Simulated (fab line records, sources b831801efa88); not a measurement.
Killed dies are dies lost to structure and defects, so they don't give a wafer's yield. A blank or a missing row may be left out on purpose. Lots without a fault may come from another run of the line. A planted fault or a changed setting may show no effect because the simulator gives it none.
Which tool did it? | flow sky130 | 6 lots, 18 wafers sampled, at 1 step of a route of 708

WHAT THE GAUGES READ, wafer by wafer
SKY_FIELD_ISO_BOW_MEAS_00.
lot  | measured    | on            | INCOMING_BOW (um)
L674 | day 2 06:01 | film_metro-03 | -2 3 8
L676 | day 2 16:02 | film_metro-02 | 10 -2 1
L678 | day 3 02:04 | film_metro-04 | 18 0 -4
L681 | day 3 17:02 | film_metro-02 | -5 10 -4
L683 | day 4 03:00 | film_metro-04 | 2 5 2
L687 | day 4 23:00 | film_metro-04 | 11 6 -2

WHICH TOOL RAN EACH LOT (tool, then ch and the chambers of the sampled wafers, then the start)
The record holds no process step before these readings.

THE ANSWER, worked out from the rows above alone
Rule: what is usual is taken from the lots themselves. Put in order of their means at a reading, lots are off if they are a third of the lots or fewer, leave a main group of 4 or more, and stand apart from it by a gap of 3 or more times the standard deviation of the main group's means; of several such gaps the widest counts. A main group whose means are all the same, to the digits that the tables above print for the reading, isn't used. A lot without any number at a reading at which 4 lots or more have one is off too. The other lots that the step has rows for count as sound.
No lot is off at any reading shown: from this, nothing can be told.

WHAT THE SIMULATOR HAD PUT IN
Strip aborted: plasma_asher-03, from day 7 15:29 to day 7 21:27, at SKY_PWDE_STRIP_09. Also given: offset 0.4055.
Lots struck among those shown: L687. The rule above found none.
